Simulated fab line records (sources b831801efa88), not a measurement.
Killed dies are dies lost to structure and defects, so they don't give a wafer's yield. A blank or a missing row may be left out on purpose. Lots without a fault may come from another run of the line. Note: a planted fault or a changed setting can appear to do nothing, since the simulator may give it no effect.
Comparing a struck lot with a sound one    flow sky130    17 out of 708 route steps
Sound: wafers L706.1, L706.4, L706.5. Wafers struck: L711.2, L711.4, L711.5. The cause is given at the end.
Each step with rows lists, per side, the tool, then ch with its chambers, then its first start. Under that, the readings that differ: sound wafers    struck wafers    difference of the means    sigmas: that difference in standard deviations of wafers without a fault.
alike: a reading whose means differ by less than 2 such deviations, as well as words and numbers matching on both sides. not compared: withheld readings; readings where some wafer has no value; bounds like >300 that might hide an equal value; numbers whose values overlap and for which the record gives no deviation.
The two part at a step that has a row with sigmas, a row that says differs or no value, or rows on one side only. Non-overlapping numbers with no deviation appear without sigmas and do not part them. A reading that every wafer of one side lacks parts them only if that side has two wafers or more.

SKY_VT_ADJUST_LVTN_OVL_MEAS_07:
  sound on overlay-01 at day 9 11:37; struck on overlay-02 at day 11 01:25
  alike: VT_ADJUST_LVTN_OVL
then, 1 step without rows for these wafers: SKY_VT_ADJUST_LVTN_IMPLANT_08.
SKY_VT_ADJUST_LVTN_STRIP_09: strips in O2/N2.
  sound on plasma_asher-04 ch 0,1, day 9 11:49; struck on plasma_asher-04 ch 0,1, day 11 01:36
reading                       sound              struck             difference  sigmas
strip_time_to_endpoint_s (s)  37.24 37.21 37.16  36.93 36.99 36.87  -0.27       -2
  alike: drypump_motor_current_A, oes_product_au
  not compared: rf_hours_counter_h
SKY_VT_ADJUST_LVTN_TW_MEAS_10:
  sound on film_metro-01 at day 9 11:55; struck on film_metro-04 at day 11 01:43
reading            sound              struck             difference  sigmas
VT_ADJUST_LVTN_TW  244.0 245.1 243.5  237.4 237.6 238.4  -6.4        -2
then, 7 steps without rows for these wafers: SKY_VT_ADJUST_LVTN_DEHYDRATE_11 (time 60 s); SKY_VT_ADJUST_LVTN_HMDS_12 (prime time 60 s); SKY_VT_ADJUST_LVTN_COAT_13 (resist thk 1140 nm); SKY_VT_ADJUST_LVTN_SOFTBAKE_14 (time 60 s); SKY_VT_ADJUST_LVTN_EXPOSE_15 (exposes mask HVN STD DERIVED, target cd 600 nm); SKY_VT_ADJUST_LVTN_PEB_16; SKY_VT_ADJUST_LVTN_DEVELOP_17 (develop time 60 s).
SKY_VT_ADJUST_LVTN_OVL_MEAS_18:
  sound on overlay-01 at day 10 10:08; struck on overlay-02 at day 12 01:19
reading                     sound           struck        difference  sigmas
VT_ADJUST_LVTN_01_OVL (nm)  -1.2 -3.1 -2.7  1.8 2.8 -0.1  +3.8        +2
SKY_VT_ADJUST_LVTN_IMPLANT_19:
  sound on implanter-02 ch 0, day 10 10:10; struck on implanter-03 ch 0, day 12 01:23
reading             sound                          struck                         difference  sigmas
dose_ions_cm2       6.504e+11 6.495e+11 6.494e+11  8.118e+11 8.122e+11 8.121e+11  +1.623e+11  +99 or more
faraday_current_uA  3.75 3.70 3.62                 4.66 4.68 4.55                 +0.94       +12
  alike: beam_on_s
SKY_VT_ADJUST_LVTN_STRIP_20: strips in O2/N2.
  sound on plasma_asher-04 ch 0, day 10 10:19; struck on plasma_asher-01 ch 0,1, day 12 01:30
  alike: drypump_motor_current_A, oes_product_au, strip_time_to_endpoint_s
  not compared: rf_hours_counter_h
SKY_VT_ADJUST_LVTN_TW_MEAS_21:
  sound on film_metro-01 at day 10 10:25; struck on film_metro-01 at day 12 01:37
reading              sound              struck             difference  sigmas
VT_ADJUST_LVTN_2_TW  189.5 190.1 189.8  201.0 201.4 200.1  +11.0       +5
then, 1 step without rows for these wafers: SKY_VT_ADJUST_NCORE_DEHYDRATE_00 (time 60 s).
-- a jump in the record: the struck wafers' starts before and after are 37 days apart (it breaks off in module VT_ADJUST_NCORE and resumes in module PAD_OPEN, where the first step shown is number 708 of the route) --
SKY_PAD_OPEN_PROBE_99:
  sound on prober-01 at day 48 03:36; struck on prober-02 at day 49 04:30
reading                                     sound                struck                difference  sigmas
model.etest.nfet_g5v0d10v5.body_rise_v (V)  0.6693 0.6708 0.668  0.6873 0.685 0.6813   +0.0152     
model.etest.nfet_16v.body_rise_v (V)        0.6663 0.667 0.6649  0.6834 0.6817 0.6801  +0.0157     
  alike: killed_at_M0_to_M3, killed_at_M4_up, killed_at_contacts, killed_at_front_end, killed_at_other, killed_dies, killed_open, killed_short
  not compared: model.etest.res_pwell_under_gate.rs_ohm_sq, model.etest.nfet_g5v0d10v5.vt_sat_v

== WHERE THEY PART ==
At SKY_VT_ADJUST_LVTN_STRIP_09 first; at SKY_VT_ADJUST_LVTN_TW_MEAS_21 last (within this record only). Later steps at which nothing parts them and some readings are alike: SKY_PAD_OPEN_PROBE_99.

WHY: what had been put in by the simulator
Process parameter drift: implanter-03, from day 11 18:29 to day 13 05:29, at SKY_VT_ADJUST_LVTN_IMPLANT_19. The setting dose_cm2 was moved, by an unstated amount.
